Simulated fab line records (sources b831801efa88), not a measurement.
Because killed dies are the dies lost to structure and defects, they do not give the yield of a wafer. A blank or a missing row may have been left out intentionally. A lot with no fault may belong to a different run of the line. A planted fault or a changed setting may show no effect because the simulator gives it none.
A struck lot beside a sound one -- flow sky130 -- 16 steps out of a route of 708
Sound: the wafers L431.3, L431.4, L431.5. Wafers L433.1, L433.3, L433.6 were the ones struck. The cause is given at the end.
Order at every step that has rows: each side's tool, ch and its chambers, its first start. Under that, the readings that differ: sound wafers -- struck wafers -- difference of the means -- sigmas: that difference in standard deviations of wafers without a fault.
alike: words and numbers the same on both sides, and readings whose means are apart by under 2 such deviations; not compared: readings that were withheld, readings missing a value for some wafer, numbers with overlapping values and no deviation given by the record, and bounds like >300 which may hide the same value.
The two part at a step that has a row with sigmas, a row that says differs or no value, or rows on one side only. Numbers that have no deviation but don't overlap get no sigmas and don't part them. A reading missing from all wafers of one side parts the sides only when that side holds two or more wafers.

SKY_CAP2M_THK_MEAS_01:
  sound: film_metro-01 at day 41 04:36; struck: film_metro-04 at day 41 21:26
  alike: CAP2M_CVD_00_THK
SKY_CAP2M_SPUTTER_02: material TiN, target thk 200 nm, time 166.7 s.
  sound: pvd_sputter-03 at day 41 04:38; struck: pvd_sputter-03 at day 41 21:29
  alike: throttle_valve_pct
SKY_CAP2M_RS_MEAS_03: a four-point-probe measurement.
  sound: film_metro-02 at day 41 04:47; struck: film_metro-02 at day 41 21:36
reading,sound,struck,difference,sigmas
CAP2M_TIN_RS (ohm/sq),6.85 6.91 6.88,7.06 7.05 7.00,+0.16,+2
SKY_CAP2M_THK_MEAS_04: measures by xrf.
  sound: film_metro-02 at day 41 04:53; struck: film_metro-02 at day 41 21:43
  alike: CAP2M_TIN_THK
then, 7 steps without rows for these wafers: SKY_CAP2M_DEHYDRATE_05 (time 60 s); SKY_CAP2M_HMDS_06 (prime time 60 s); SKY_CAP2M_COAT_07 (resist thk 1140 nm); SKY_CAP2M_SOFTBAKE_08 (time 60 s); SKY_CAP2M_EXPOSE_09 (exposes mask CAP2M, target cd 1000 nm); SKY_CAP2M_PEB_10; SKY_CAP2M_DEVELOP_11 (develop time 60 s).
SKY_CAP2M_OVL_MEAS_12:
  sound: overlay-01 at day 42 07:14; struck: overlay-01 at day 42 21:26
  alike: CAP2M_OVL
SKY_CAP2M_METAL_ETCH_13: etches TiN in Cl2/BCl3, stops on SiO2, target depth 220 nm, time 62.9 s.
  sound on rie_metal-01 ch 0,1, day 42 07:17; struck on rie_metal-04 ch 0,1, day 42 21:28
  no value came back on the struck wafers for any of 5 readings (bcl3_flow_sccm (sccm), bias_w (W) and others); on the sound wafers bcl3_flow_sccm (sccm) reads 29.92 29.83 30.08
reading,sound,struck,difference,sigmas
model.NOVOLAK_of_CAP2M_COAT_07.thk_nm (nm),998.3 994.2 997.2,1142 1142 1141,+145,
  not compared: rf_hours_counter_h
SKY_CAP2M_STRIP_14: strips in O2/N2.
  sound on plasma_asher-04 ch 0,1, day 42 07:22; struck on plasma_asher-01 ch 0,1, day 42 21:32
reading,sound,struck,difference,sigmas
strip_time_to_endpoint_s (s),12.72 12.66 12.69,14.21 14.21 14.20,+1.52,+32
  alike: drypump_motor_current_A, oes_product_au
  not compared: rf_hours_counter_h
then, 1 step without rows for these wafers: SKY_CAP2M_STRIP_15 (strips in post etch residue remover, time 1200 s).
-- the record jumps here: 5 days lie between the struck wafers' starts before and after (it left off in module CAP2M and takes up again in module PAD_OPEN, whose first step shown is number 708 of the route) --
SKY_PAD_OPEN_PROBE_99:
  sound: prober-02 at day 47 06:02; struck: prober-01 at day 47 22:47
reading,sound,struck,difference,sigmas
defect_limited_yield (%),79.3 83.3 83.9,0 0 0,-82,-46
killed_at_other,0 1 0,404 399 410,+404,+99 or more
killed_dies,102 82 79,492 492 492,+404,+45
killed_on_rim,16 18 15,96 96 96,+80,+24
sort_bin_5_function (%),12.4 9.8 9.3,93.3 91.7 92.1,+81.9,+63
sort_n_pass,390 410 413,0 0 0,-404,-45
sort_yield_pct (%),79.3 83.3 83.9,0 0 0,-82,-46
  alike: killed_at_M0_to_M3, killed_at_M4_up, killed_at_contacts, killed_at_front_end, killed_open, killed_short, sort_bin_3_pad_short, sort_bin_6_memory

== WHERE THEY PART ==
Last at SKY_PAD_OPEN_PROBE_99 as far as this record goes, first at SKY_CAP2M_RS_MEAS_03.

WHY: what the simulator had put in
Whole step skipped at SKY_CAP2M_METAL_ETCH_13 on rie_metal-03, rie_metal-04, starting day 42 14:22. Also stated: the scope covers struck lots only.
